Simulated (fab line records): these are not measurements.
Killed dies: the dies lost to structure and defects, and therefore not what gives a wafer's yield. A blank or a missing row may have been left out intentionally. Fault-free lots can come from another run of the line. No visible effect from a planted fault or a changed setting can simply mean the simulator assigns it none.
What tool caused it? | flow sky130 | 13 lots with 39 wafers sampled at 5 steps, on a route of 708 steps

== WHAT THE GAUGES READ, wafer by wafer ==
SKY_FIELD_ISO_BOW_MEAS_00.
lot  | measured    | on            | INCOMING_BOW (um)
L521 | day 1 10:00 | film-metro-03 | 5 7 13
L523 | day 1 20:00 | film-metro-03 | 4 12 -2
L524 | day 2 01:00 | film-metro-02 | -2 1 -3
L525 | day 2 06:01 | film-metro-01 | 5 15 2
L527 | day 2 16:02 | film-metro-01 | -7 8 2
L529 | day 3 02:01 | film-metro-03 | -8 6 4
L530 | day 3 07:00 | film-metro-03 | -2 6 2
L532 | day 3 17:01 | film-metro-02 | -2 0 -3
L534 | day 4 03:02 | film-metro-01 | -6 0 7
L536 | day 4 13:01 | film-metro-03 | 5 -6 13
L538 | day 4 23:02 | film-metro-03 | -5 4 6
L541 | day 5 14:00 | film-metro-03 | 0 -9 -8
L542 | day 5 19:00 | film-metro-02 | 15 1 -1

SKY_SONOS_TUNNEL_TW_MEAS_12.
lot  | measured     | on            | SONOS_TUNNEL_TW
L521 | day 11 08:05 | film-metro-02 | 201.8 200.6 201.8
L523 | day 12 13:06 | film-metro-02 | 200.7 199.9 200.1
L524 | day 12 13:31 | film-metro-02 | 199.8 199.3 200.0
L525 | day 12 18:43 | film-metro-03 | 197.7 196.4 196.5
L527 | day 13 02:41 | film-metro-03 | 197.5 197.6 196.5
L529 | day 13 22:22 | film-metro-03 | 198.6 197.0 197.0
L530 | day 14 06:05 | film-metro-03 | 240.7 241.6 241.9 240.7 242.0 241.1
L532 | day 14 17:27 | film-metro-04 | 196.8 197.6 195.8
L534 | day 15 14:31 | film-metro-02 | 246.5 245.0 245.7 245.7 246.0 245.8
L536 | day 16 06:39 | film-metro-04 | 197.4 197.6 196.3
L538 | day 17 03:19 | film-metro-04 | 196.6 197.8 196.8
L541 | day 18 11:58 | film-metro-03 | 197.5 197.6 199.3
L542 | day 19 13:11 | film-metro-03 | 197.2 198.5 198.5

SKY_LI_CONTACT_OVL_MEAS_13.
lot  | measured     | on         | LI_CONTACT_OVL (nm)
L521 | day 28 22:17 | overlay-01 | -3 -3 -8
L523 | day 30 09:32 | overlay-02 | -7 -7 -13
L524 | day 30 11:14 | overlay-01 | -3 -7 -7
L525 | day 30 18:20 | overlay-02 | -2 1 -3
L527 | day 31 00:41 | overlay-02 | -8 2 -6
L529 | day 32 01:11 | overlay-02 | -3 -1 -3
L530 | day 32 08:56 | overlay-02 | -7 -8 0
L532 | day 32 10:53 | overlay-01 | -17 -8 -11
L534 | day 33 14:33 | overlay-02 | -4 -10 -3
L536 | day 34 00:38 | overlay-01 | 0 -4 -2
L538 | day 34 16:54 | overlay-01 | -13 -8 -16
L541 | day 36 01:41 | overlay-02 | -12 -3 -1
L542 | day 36 18:17 | overlay-02 | 2 -1 -1

== WHICH TOOL RAN EACH LOT (tool, then ch and the chambers of the sampled wafers, then the start) ==
lot  | SKY_SONOS_TUNNEL_IMPLANT_09     | SKY_LDD_LDN_STRIP_12
L521 | implanter-03 ch 0, day 11 07:40 | plasma-asher-03 ch 0,1, day 22 15:19
L523 | implanter-02 ch 0, day 12 12:41 | plasma-asher-04 ch 0,1, day 24 03:10
L524 | implanter-03 ch 0, day 12 13:05 | plasma-asher-04 ch 0, day 24 06:33
L525 | implanter-04 ch 0, day 12 18:19 | plasma-asher-02 ch 0,1, day 24 12:29
L527 | implanter-04 ch 0, day 13 02:08 | plasma-asher-03 ch 0,1, day 24 20:08
L529 | implanter-04 ch 0, day 13 21:57 | plasma-asher-02 ch 0,1, day 26 00:00
L530 | implanter-02 ch 0, day 14 05:20 | plasma-asher-02 ch 0,1, day 26 08:26
L532 | implanter-02 ch 0, day 14 17:01 | plasma-asher-04 ch 0,1, day 26 12:36
L534 | implanter-03 ch 0, day 15 13:47 | plasma-asher-04 ch 0,1, day 27 17:31
L536 | implanter-03 ch 0, day 16 06:15 | plasma-asher-03 ch 0,1, day 28 05:16
L538 | implanter-02 ch 0, day 17 02:46 | plasma-asher-03 ch 0,1, day 28 22:20
L541 | implanter-03 ch 0, day 18 11:28 | plasma-asher-02 ch 0,1, day 30 06:57
L542 | implanter-04 ch 0, day 19 12:37 | plasma-asher-03 ch 0,1, day 31 02:13
- SKY_SONOS_TUNNEL_IMPLANT_09
- SKY_LDD_LDN_STRIP_12: strips in O2/N2.

== WHAT THE TOOLS THEMSELVES READ (means of the sampled wafers that have a number; where no wafer has one, the mark that the record gives instead) ==
SKY_LDD_LDN_STRIP_12.
lot  | tool            | drypump-motor-current-A (A) | oes-product-au (a.u.) | strip-time-to-endpoint-s (s)
L521 | plasma-asher-03 | 5.8                         | 0.713                 | 14.34
L523 | plasma-asher-04 | 6.1                         | 0.721                 | 14.33
L524 | plasma-asher-04 | 6.5                         | 0.711                 | 14.33
L525 | plasma-asher-02 | 5.4                         | 0.712                 | 14.37
L527 | plasma-asher-03 | 6.2                         | 0.720                 | 14.32
L529 | plasma-asher-02 | 5.2                         | 0.716                 | 14.40
L530 | plasma-asher-02 | 5.4                         | 0.717                 | 14.36
L532 | plasma-asher-04 | 6.1                         | 0.717                 | 14.32
L534 | plasma-asher-04 | 6.3                         | 0.714                 | 14.41
L536 | plasma-asher-03 | 6.2                         | 0.715                 | 14.33
L538 | plasma-asher-03 | 6.2                         | 0.709                 | 14.32
L541 | plasma-asher-02 | 5.2                         | 0.710                 | 14.40
L542 | plasma-asher-03 | 6.2                         | 0.712                 | 14.38

== THE ANSWER, worked out from the rows above alone ==
Rule: usual is defined by the lots themselves. Put in order of their means at a reading, lots are off if they are a third of the lots or fewer, leave a main group of 4 or more, and stand apart from it by a gap of 3 or more times the standard deviation of the main group's means; of several such gaps the widest counts. A main group whose means are all the same, to the digits that the tables above print for the reading, isn't used. A lot without any number at a reading at which 4 lots or more have one is off too. The other lots that the step has rows for count as sound. The gauges are gone through in route order, then the tools' own readings, and for those a lot's mean is taken as printed above. The first step at which some lot is off is used, and at that step the reading that is off furthest; a lot without a number counts as furthest.
Off: L530, L534, at SKY_SONOS_TUNNEL_TW_MEAS_12 (SONOS_TUNNEL_TW). Main group: mean 198.2, sd 1.5.
A tool fits if, at a process step before that reading, it ran every lot that is off, and no sound lot after the first of them. Those tools and the gauges at SKY_SONOS_TUNNEL_TW_MEAS_12 are tried in the same way. Not one of the candidates tried fits.

== WHAT THE SIMULATOR HAD INSERTED ==
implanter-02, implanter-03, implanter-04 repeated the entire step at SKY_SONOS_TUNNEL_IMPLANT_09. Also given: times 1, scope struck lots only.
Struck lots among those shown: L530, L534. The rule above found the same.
